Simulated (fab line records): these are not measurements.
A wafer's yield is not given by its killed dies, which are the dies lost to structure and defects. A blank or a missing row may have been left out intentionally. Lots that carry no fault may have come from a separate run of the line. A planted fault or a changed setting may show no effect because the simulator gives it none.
fab line records    flow sky130    part 2 of 2: steps 31 to 31 of 31
[record] lots = 6  wafers = 18  last-day = 50
route steps=708 shown LI_CONTACT@375 LOCAL_INTERCONNECT@387 PAD_OPEN@708
lots untouched by any fault: they come from a run of this same line in which no faults occurred
start-h: hours from the record's opening day to when the first of the lot's shown wafers began    wait-h: hours from the lot's prior step to this one    " identical to the entry in the row above    L1.1+2: one row covering several wafers at once    - no value, or no start given    * or withheld: withheld    < > ~ a bound
route shown NAME@n: a module of which the file shows steps, and the number in the route of the first    usual: mean/standard deviation of fault-free wafers    same: alike in all rows    chamber/n: place in a boat    sites: each site's reading    _std_site: their standard deviation    _edge_site: outer sites' mean less inner sites'    radius-mm: for every site, how far away it sits from the centre of the wafer    mask NAME#n: copy n    behind: the tool/chamber that last shaped the wafer    hold: reason for holding the lot/hours on hold/outcome of the hold    device: the transistor (n, p or np) that didn't switch    end of line: tests run on the same wafers once the route is complete    where a step has no rows: the recipe by itself    killed: at the first sort, the dies lost to defects and structure; wafer yield is something else    map: the dies of a wafer, with x for killed, . for not killed, _ for no die there
set.NAME: setting as actually run; set.NAME@STEP: the setting as run at that earlier step    model.NAME: the simulator's own value behind a step, which no gauge read
certain route steps with their lots: each step a table, each wafer a row
services: a tool's chamber out of use, with start hour (start-h, from the record's first day; less than 0 if before it), hours out, and reason
[[steps]]
[step SKY_PAD_OPEN_PROBE_99]
[usual] killed_at_M0_to_M3 = 44/6.3  killed_at_M4_up = 2.8/1.7  killed-at-contacts = 25/5.8  killed-at-front-end = 14/4.4  killed-at-other = 0.3/0.49  killed-dies = 86/8.7  killed-open = 48/5.8  killed-short = 38/6
[same] gross-dies = 492  killed-at-back-side = 0
lot.wafer  tool       chamber  start-h  wait-h  killed_at_M0_to_M3  killed_at_M4_up  killed-at-contacts  killed-at-front-end  killed-at-other  killed-dies  killed-open  killed-short  model.etest.res-li.line-ohm-um  model.etest.res-li.rs-ohm-sq
L988.2     prober-02  -        1076.80  0.1     46                  4                21                  15                   0                86           45           41            77.83                           12.99
L988.3     prober-02  -        1076.85  0.2     44                  3                18                  15                   0                80           48           32            76.3                            12.89
L988.4     prober-02  -        1076.90  0.2     46                  5                28                  22                   1                102          53           49            77.36                           12.94
L994.2     prober-02  -        1109.88  0.1     39                  5                28                  16                   0                88           47           41            74.99                           12.52
L994.4     prober-02  -        1109.98  0.2     49                  4                17                  17                   0                87           47           40            74.83                           12.7
L994.6     prober-02  -        1110.08  0.2     34                  5                24                  19                   0                82           37           45            74.41                           12.6
L102.2     prober-02  -        1159.08  0.1     31                  4                30                  13                   1                79           45           34            74                              12.69
L102.5     prober-02  -        1159.23  0.2     52                  0                18                  19                   1                90           47           43            72.91                           12.64
L102.6     prober-02  -        1159.28  0.2     52                  5                23                  17                   0                97           49           48            80.05                           13.69
L104.1     prober-02  -        1174.04  0.1     32                  1                17                  19                   0                69           43           26            75.37                           12.78
L104.4     prober-02  -        1174.19  0.2     47                  1                22                  11                   0                81           52           29            74.37                           12.65
L104.6     prober-02  -        1174.29  0.2     50                  6                26                  11                   0                93           48           45            81.03                           13.75
L105.2     prober-02  -        1189.74  0.1     47                  4                23                  21                   0                95           50           45            72.94                           12.65
L105.4     prober-02  -        1189.84  0.2     38                  6                27                  15                   0                86           43           43            75.56                           12.91
L105.6     prober-02  -        1189.94  0.2     39                  4                30                  25                   0                98           55           43            75.15                           12.77
L107.2     prober-02  -        1192.82  0.1     34                  2                25                  18                   1                80           46           34            75.33                           12.83
L107.4     prober-02  -        1192.92  0.2     47                  1                29                  13                   0                90           52           38            75.39                           12.81
L107.6     prober-02  -        1193.02  0.2     42                  5                37                  15                   1                100          53           47            73.66                           12.7
// killed by level:class
L988.2 VIA2:geometric-particle:open=8 VIA1:geometric-particle:open=8 METAL2:geometric-particle:short=8 CONTACT:geometric-particle:open=7 LI_CONTACT:geometric-particle:open=5 METAL1:geometric-particle:short=5 POLY_GATE:geometric-particle:short=4 LI_CONTACT:geometric-particle:short=4
L988.3 CONTACT:geometric-particle:open=11 VIA1:geometric-particle:open=9 VIA3:geometric-particle:open=8 METAL2:geometric-particle:short=5 VIA2:geometric-particle:short=5 VIA2:geometric-particle:open=4 VIA1:geometric-particle:short=4 POLY_GATE:geometric-particle:open=3
L988.4 LI_CONTACT:geometric-particle:open=12 VIA1:geometric-particle:open=10 VIA1:geometric-particle:short=10 FIELD_ISO:geometric-particle:open=7 CONTACT:geometric-particle:short=7 VIA3:geometric-particle:open=7 POLY_GATE:geometric-particle:open=6 VIA2:geometric-particle:open=6
L994.2 FIELD_ISO:geometric-particle:open=8 LI_CONTACT:geometric-particle:open=8 VIA1:geometric-particle:open=8 CONTACT:geometric-particle:open=7 METAL2:geometric-particle:short=7 FIELD_ISO:geometric-particle:short=5 LOCAL_INTERCONNECT:geometric-particle:short=5 METAL1:geometric-particle:short=5
L994.4 VIA1:geometric-particle:open=10 CONTACT:geometric-particle:open=7 METAL1:geometric-particle:short=7 VIA2:geometric-particle:open=6 POLY_GATE:geometric-particle:short=5 VIA1:geometric-particle:short=5 VIA3:geometric-particle:open=5 FIELD_ISO:geometric-particle:short=4
L994.6 FIELD_ISO:geometric-particle:short=8 METAL1:geometric-particle:short=8 LI_CONTACT:geometric-particle:open=6 VIA3:geometric-particle:open=6 LOCAL_INTERCONNECT:geometric-particle:short=5 CONTACT:geometric-particle:open=5 POLY_GATE:geometric-particle:short=4 CONTACT:geometric-particle:short=4
L102.2 LI_CONTACT:geometric-particle:open=10 CONTACT:geometric-particle:open=8 VIA2:geometric-particle:open=6 LOCAL_INTERCONNECT:geometric-particle:short=5 VIA1:geometric-particle:open=5 FIELD_ISO:geometric-particle:open=4 METAL4:geometric-particle:short=4 POLY_GATE:geometric-particle:open=4
L102.5 VIA2:geometric-particle:open=11 METAL1:geometric-particle:short=9 VIA1:geometric-particle:open=9 METAL2:geometric-particle:short=8 FIELD_ISO:geometric-particle:short=7 LI_CONTACT:geometric-particle:open=7 CONTACT:geometric-particle:open=7 POLY_GATE:geometric-particle:short=4
L102.6 VIA3:geometric-particle:open=11 CONTACT:geometric-particle:open=8 VIA1:geometric-particle:open=8 CONTACT:geometric-particle:short=7 METAL1:geometric-particle:short=7 VIA1:geometric-particle:short=7 POLY_GATE:geometric-particle:open=6 VIA2:geometric-particle:open=5
L104.1 VIA1:geometric-particle:open=10 LI_CONTACT:geometric-particle:open=7 FIELD_ISO:geometric-particle:open=6 CONTACT:geometric-particle:open=6 FIELD_ISO:geometric-particle:short=5 METAL3:geometric-particle:short=5 POLY_GATE:geometric-particle:open=4 VIA2:geometric-particle:open=4
L104.4 VIA1:geometric-particle:open=18 CONTACT:geometric-particle:open=9 LI_CONTACT:geometric-particle:open=5 FIELD_ISO:geometric-particle:short=4 VIA2:geometric-particle:open=4 METAL1:geometric-particle:short=4 VIA1:geometric-particle:short=4 METAL3:geometric-particle:short=4
L104.6 VIA1:geometric-particle:open=11 VIA2:geometric-particle:open=10 CONTACT:geometric-particle:open=8 LI_CONTACT:geometric-particle:open=6 LI_CONTACT:geometric-particle:short=6 METAL1:geometric-particle:short=5 METAL2:geometric-particle:short=5 METAL4:geometric-particle:short=5
L105.2 CONTACT:geometric-particle:open=10 VIA1:geometric-particle:open=8 VIA2:geometric-particle:open=8 METAL2:geometric-particle:short=7 FIELD_ISO:geometric-particle:open=6 CONTACT:geometric-particle:short=6 VIA3:geometric-particle:open=6 METAL1:geometric-particle:short=5
L105.4 CONTACT:geometric-particle:open=9 LI_CONTACT:geometric-particle:open=7 METAL2:geometric-particle:short=6 VIA2:geometric-particle:open=5 METAL1:geometric-particle:short=5 VIA1:geometric-particle:open=5 METAL4:geometric-particle:short=5 POLY_GATE:geometric-particle:open=4
L105.6 LI_CONTACT:geometric-particle:open=10 VIA3:geometric-particle:open=9 VIA2:geometric-particle:open=9 FIELD_ISO:geometric-particle:short=7 VIA1:geometric-particle:open=7 CONTACT:geometric-particle:open=6 LOCAL_INTERCONNECT:geometric-particle:short=6 FIELD_ISO:geometric-particle:open=5
L107.2 VIA3:geometric-particle:open=7 LI_CONTACT:geometric-particle:open=7 CONTACT:geometric-particle:open=7 FIELD_ISO:geometric-particle:short=5 VIA1:geometric-particle:open=5 METAL1:geometric-particle:short=5 VIA2:geometric-particle:open=5 SPACER:geometric-particle:open=4
L107.4 LI_CONTACT:geometric-particle:open=10 CONTACT:geometric-particle:open=10 VIA1:geometric-particle:open=8 VIA2:geometric-particle:open=8 METAL2:geometric-particle:short=7 VIA3:geometric-particle:open=7 VIA1:geometric-particle:short=6 FIELD_ISO:geometric-particle:short=4
L107.6 CONTACT:geometric-particle:open=15 CONTACT:geometric-particle:short=10 VIA1:geometric-particle:open=8 LI_CONTACT:geometric-particle:open=7 VIA3:geometric-particle:open=7 VIA1:geometric-particle:short=6 METAL2:geometric-particle:short=6 VIA2:geometric-particle:open=5
[[services]]
tool             chamber  start-h  hours  kind
rie-metal-04     1        664.87   16.3   repair
cmp-02           -        670.62   5.4    pm
plasma-asher-04  -        674.46   8.6    repair
rie-diel-01      3        695.03   5.0    repair
cmp-02           -        703.55   9.0    pm
pvd-sputter-02   -        707.88   2.7    repair
cmp-02           -        712.54   2.1    repair
cmp-02           -        731.60   1.8    repair
cmp-02           -        740.97   0.5    repair
cmp-02           -        742.34   1.3    repair
cmp-02           -        744.00   4.0    pm
pvd-sputter-03   -        755.24   2.9    repair
cmp-02           -        756.15   2.8    repair
wet-bench-01     -        757.24   2.8    repair
rie-diel-01      0        763.20   2.9    repair
pvd-sputter-03   -        771.38   5.6    repair
rie-diel-01      2        772.56   4.2    repair
pvd-sputter-01   -        805.42   8.1    repair
pvd-sputter-01   -        806.62   2.3    repair
cmp-02           -        809.96   1.1    repair
cmp-02           -        834.17   0.7    repair
plasma-asher-04  -        837.98   1.5    repair
pvd-sputter-03   -        854.45   6.5    repair
cmp-02           -        864.27   1.7    repair
[[key]]
[first-sign] step = SKY_LOCAL_INTERCONNECT_RS_MEAS_01  reading = LOCAL_INTERCONNECT_TIN_RS  direction = up  sigmas = 7  usual = 14.13  struck = 15.28
[effect] step = SKY_LOCAL_INTERCONNECT_THK_MEAS_02  reading = LOCAL_INTERCONNECT_TIN_THK  direction = down  sigmas = 6.3  usual = 100.2  struck = 92.8
[effect] step = SKY_LOCAL_INTERCONNECT_METAL_ETCH_14  reading = oes-product-au  direction = down  sigmas = 5.2  usual = 0.942  struck = 0.902
[model-effect] step = SKY_LOCAL_INTERCONNECT_SPUTTER_00  value = TiN_of_LOCAL_INTERCONNECT_SPUTTER_00.thk-nm  without = 101.1  struck = 93.02
[model-effect] step = SKY_LOCAL_INTERCONNECT_STRIP_16  value = TiN_of_LOCAL_INTERCONNECT_SPUTTER_00.thk-nm  without = 100.7  struck = 92.6
[model-effect] step = SKY_PAD_OPEN_PROBE_99  value = etest.res-li.line-ohm-um  without = 74.06  struck = 80.54
met-at SKY_LOCAL_INTERCONNECT_SPUTTER_00
struck-wafers L102.6,L104.6
tester-left-out L102,L104
onset-between 677.47 791.24
[fault] kind = process-parameter-drift  tool = pvd-sputter-03  chamber = -  onset-h = 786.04  steps = SKY_LOCAL_INTERCONNECT_SPUTTER_00  channel = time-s  offset = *  shape = step  end-h = 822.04  acts-in = *  stated = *  scope = struck-wafers-only
// tester-left-out: of these lots the tester's yield and bins aren't shown, on N5 and GAA mostly nor the transistor test; their killed dies are dies lost to structure and defects alone, not to doping, threshold or leakage, so they don't give the yield
